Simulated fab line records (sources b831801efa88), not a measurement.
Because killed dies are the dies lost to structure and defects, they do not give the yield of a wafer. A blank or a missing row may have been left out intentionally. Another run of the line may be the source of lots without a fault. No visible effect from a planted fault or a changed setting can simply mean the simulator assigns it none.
Which tool did it? ; flow gf180mcu ; 6 lots, 18 wafers sampled, at 2 steps of a route of 602

== WHAT THE GAUGES READ, wafer by wafer ==
GF_POLY_GATE_THK_MEAS_01.
lot;measured;on;POLY_GATE_CVD_00_THK (nm)
L807;day 8 21:29;film-metro-04;201.0 200.7 202.1
L809;day 9 16:38;film-metro-03;200.6 201.1 200.3
L811;day 9 23:40;film-metro-02;200.1 199.6 200.6
L813;day 10 18:59;film-metro-04;201.0 199.2 200.8
L815;day 11 04:32;film-metro-04;201.4 200.2 201.2
L823;day 13 01:44;film-metro-04;287.6 288.9 288.7

== WHAT TOOL EACH LOT RAN ON (gives the tool, then ch and the chambers of the sampled wafers, and finally the start) ==
lot;GF_POLY_GATE_CVD_00
L807;lpcvd-01 ch 1, day 8 20:08
L809;lpcvd-01 ch 0, day 9 15:18
L811;lpcvd-01 ch 0, day 9 22:19
L813;lpcvd-02 ch 0, day 10 17:39
L815;lpcvd-01 ch 0, day 11 03:13
L823;lpcvd-02 ch 0, day 13 00:24
- GF_POLY_GATE_CVD_00: deposits poly-Si, target thk 200 nm, time 1200 s.

== THE ANSWER, worked out from the rows above alone ==
Rule: the lots themselves supply what counts as usual. The widest of any qualifying gaps counts: lots, ordered by their means at a reading, are off when they make up no more than a third of the lots, leave a main group of 4 or more, and stand apart from it by 3 or more times the standard deviation of that group's means. The tables above print the reading to a certain number of digits; a main group whose means all agree to those digits is not used. Also off: a lot with no number at a reading for which 4 or more lots have one. All remaining lots with rows at the step are treated as sound.
Off: at GF_POLY_GATE_THK_MEAS_01 (POLY_GATE_CVD_00_THK), L823. Main group: mean 200.7 nm, sd 0.42.
A tool fits if, at a process step before that reading, it ran every lot that is off, and no sound lot after the first of them. The gauges at GF_POLY_GATE_THK_MEAS_01 are tried like those tools. 2 tools fit, lpcvd-02 at GF_POLY_GATE_CVD_00 and film-metro-04 at GF_POLY_GATE_THK_MEAS_01, so this cannot tell which one it is.

== WHAT THE SIMULATOR HAD PUT IN ==
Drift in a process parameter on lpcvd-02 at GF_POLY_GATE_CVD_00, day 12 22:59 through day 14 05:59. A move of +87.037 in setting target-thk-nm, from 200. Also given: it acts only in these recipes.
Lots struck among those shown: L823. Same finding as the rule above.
